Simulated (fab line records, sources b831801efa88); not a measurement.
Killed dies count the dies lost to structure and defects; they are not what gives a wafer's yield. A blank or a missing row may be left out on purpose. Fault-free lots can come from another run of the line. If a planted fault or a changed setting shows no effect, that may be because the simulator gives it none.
Which tool was responsible?	flow sky130	13 lots, 39 wafers sampled, at 6 steps of a route of 708

WHAT THE GAUGES READ, wafer by wafer
SKY_VT_ADJUST_LVTN_OVL_MEAS_18. Usual: VT_ADJUST_LVTN_01_OVL gives -1.1 nm (standard deviation 1.2).
lot	measured	on	VT_ADJUST_LVTN_01_OVL (nm)	flag
L853	day 7 22:49	overlay-02	-2.2 -0.6 -1.8	
L854	day 8 03:25	overlay-02	0.1 -0.7 -1.3	
L856	day 8 19:18	overlay-01	-1.5 -1.9 -1.1	
L857	day 9 04:47	overlay-02	0.0 -2.1 -1.5	
L858	day 9 07:53	overlay-01	0.7 -0.3 -0.6	
L859	day 9 16:49	overlay-02	0.0 -0.2 -1.0	
L862	day 10 09:52	overlay-02	-1.4 -1.7 -0.3	
L865	day 11 08:09	overlay-02	-0.7 0.0 -2.1	
L870	day 13 02:07	overlay-02	-1.1 -2.4 -1.9	
L871	day 13 04:40	overlay-01	0.2 -1.9 1.9	
L872	day 13 08:21	overlay-02	0.5 0.8 -0.4	
L873	day 13 19:29	overlay-01	-2.7 -0.4 -2.0	
L874	day 14 01:11	overlay-02	-0.9 -1.3 0.1	

SKY_VT_ADJUST_PCH_OVL_MEAS_07. Usual: VT_ADJUST_PCH_OVL gives -0.1 nm (standard deviation 1.3).
lot	measured	on	VT_ADJUST_PCH_OVL (nm)	flag
L853	day 10 17:49	overlay-01	-1.5 -1.1 -1.1	
L854	day 10 21:58	overlay-02	0.1 -2.9 0.3	
L856	day 11 16:07	overlay-01	0.7 0.9 0.8	
L857	day 12 01:07	overlay-01	-2.7 -0.9 -0.3	
L858	day 12 06:38	overlay-02	-0.1 0.0 -1.8	
L859	day 12 14:55	overlay-01	-0.3 -0.3 -1.0	
L862	day 13 08:31	overlay-01	- - -	OFF
L865	day 14 09:04	overlay-02	-2.0 -0.6 -0.5	
L870	day 16 07:20	overlay-02	0.4 -1.6 -0.1	
L871	day 16 11:31	overlay-01	1.0 0.7 -0.5	
L872	day 16 16:07	overlay-02	-1.0 -0.2 0.5	
L873	day 17 05:35	overlay-01	0.9 0.1 0.7	
L874	day 17 10:40	overlay-02	0.5 2.4 2.0	

SKY_VT_ADJUST_PCH_TW_MEAS_10. Usual: VT_ADJUST_PCH_TW gives 142.6 (standard deviation 1.3).
lot	measured	on	VT_ADJUST_PCH_TW	flag
L853	day 10 18:07	filmMetro-02	144.8 144.3 145.1	
L854	day 10 22:16	filmMetro-01	141.5 141.8 141.8	
L856	day 11 16:24	filmMetro-04	141.7 141.8 141.7	
L857	day 12 01:25	filmMetro-04	142.7 141.4 141.7	
L858	day 12 06:55	filmMetro-01	142.1 141.5 142.3	
L859	day 12 15:13	filmMetro-04	141.9 142.3 142.3	
L862	day 13 08:49	filmMetro-02	30.5 30.3 30.2	OFF
L865	day 14 09:22	filmMetro-04	141.3 141.5 140.7	
L870	day 16 07:38	filmMetro-04	141.4 140.7 141.5	
L871	day 16 11:48	filmMetro-01	143.8 142.9 143.5	
L872	day 16 16:24	filmMetro-01	143.7 144.0 144.2	
L873	day 17 05:53	filmMetro-01	144.5 144.2 143.9	
L874	day 17 10:58	filmMetro-01	144.2 143.8 143.2	

SKY_SONOS_TUNNEL_TW_MEAS_12. Usual: SONOS_TUNNEL_TW gives 199.2 (standard deviation 1.7).
lot	measured	on	SONOS_TUNNEL_TW	flag
L853	day 11 17:39	filmMetro-02	197.6 198.5 199.1	
L854	day 11 21:37	filmMetro-01	197.2 196.9 198.9	
L856	day 12 16:41	filmMetro-01	196.0 196.3 195.4	
L857	day 13 02:25	filmMetro-02	200.1 199.4 198.8	
L858	day 13 07:31	filmMetro-03	200.9 200.9 201.8	
L859	day 13 15:59	filmMetro-01	197.7 197.3 197.6	
L862	day 14 10:42	filmMetro-03	216.5 215.6 216.5	OFF
L865	day 15 12:10	filmMetro-01	199.3 198.4 198.2	
L870	day 17 12:43	filmMetro-03	200.2 200.3 199.6	
L871	day 17 16:11	filmMetro-02	200.2 200.4 199.1	
L872	day 17 21:28	filmMetro-01	198.6 198.1 199.5	
L873	day 18 11:35	filmMetro-01	200.4 199.2 198.6	
L874	day 18 16:16	filmMetro-03	200.6 201.7 202.3	

SKY_SONOS_ONO_THK_MEAS_03. Usual: SONOS_ONO_CVD_02_THK gives 10.46 nm (standard deviation 0.15).
lot	measured	on	SONOS_ONO_CVD_02_THK (nm)	flag
L853	day 11 22:16	filmMetro-02	10.27 10.34 10.32	
L854	day 12 01:49	filmMetro-04	10.24 10.24 10.17	
L856	day 12 21:48	filmMetro-04	10.36 10.47 10.39	
L857	day 13 11:26	filmMetro-02	10.72 10.66 10.72	
L858	day 13 16:44	filmMetro-02	10.42 10.53 10.34	
L859	day 13 20:43	filmMetro-02	10.42 10.46 10.47	
L862	day 14 13:37	filmMetro-03	10.43 10.36 10.49	
L865	day 15 18:14	filmMetro-03	10.62 10.54 10.62	
L870	day 17 16:59	filmMetro-04	10.29 10.30 10.28	
L871	day 18 03:05	filmMetro-03	10.35 10.36 10.35	
L872	day 18 03:04	filmMetro-04	10.42 10.59 10.62	
L873	day 18 14:39	filmMetro-03	10.46 10.55 10.55	
L874	day 18 19:35	filmMetro-04	10.55 10.36 10.25	

TOOL THAT RAN EACH LOT (tool first, then ch and the chambers of the sampled wafers, then the start)
lot	SKY_VT_ADJUST_PCH_EXPOSE_04
L853	ilineStepper-01 ch 0, day 10 05:43
L854	ilineStepper-01 ch 0, day 10 10:31
L856	ilineStepper-01 ch 0, day 11 04:35
L857	ilineStepper-01 ch 0, day 11 13:41
L858	ilineStepper-02 ch 0, day 11 19:25
L859	ilineStepper-01 ch 0, day 12 03:06
L862	ilineStepper-02 ch 0, day 12 21:26
L865	ilineStepper-02 ch 0, day 13 20:07
L870	ilineStepper-02 ch 0, day 15 17:53
L871	ilineStepper-02 ch 0, day 15 22:23
L872	ilineStepper-01 ch 0, day 16 02:36
L873	ilineStepper-02 ch 0, day 16 15:41
L874	ilineStepper-02 ch 0, day 16 20:36
- SKY_VT_ADJUST_PCH_EXPOSE_04: exposes mask NWM, target cd 840 nm.

WHAT THE TOOLS THEMSELVES READ (means of the sampled wafers that have a number; where no wafer has one, the mark that the record gives instead)
The record holds no such reading with a usual standard deviation.

THE ANSWER, worked out from the rows above alone
Rule: take the mean of a lot's wafers that have a number; if it is more than 3 standard deviations from the usual mean, the lot is off. Also off: a lot with no number at a reading for which 4 or more lots have one. All remaining lots with rows at the step are treated as sound. After the gauges, taken in route order, come the tools' own readings; for these a lot's mean is taken, as printed above. At the first step where some lot is off, the reading lying furthest off is the one used; lots without a number count as furthest.
Off: L862, seen at SKY_VT_ADJUST_PCH_OVL_MEAS_07 (VT_ADJUST_PCH_OVL). Without a number there: L862.
If a tool, at a process step before that reading, ran all the lots that are off and no sound lot after the first of them, it fits. The gauges at SKY_VT_ADJUST_PCH_OVL_MEAS_07 aren't tried: what is off there is off at SKY_VT_ADJUST_PCH_TW_MEAS_10 too, on other tools, and a gauge's error can't cause that. No candidate that was tried fits.

WHAT THE SIMULATOR HAD PUT IN
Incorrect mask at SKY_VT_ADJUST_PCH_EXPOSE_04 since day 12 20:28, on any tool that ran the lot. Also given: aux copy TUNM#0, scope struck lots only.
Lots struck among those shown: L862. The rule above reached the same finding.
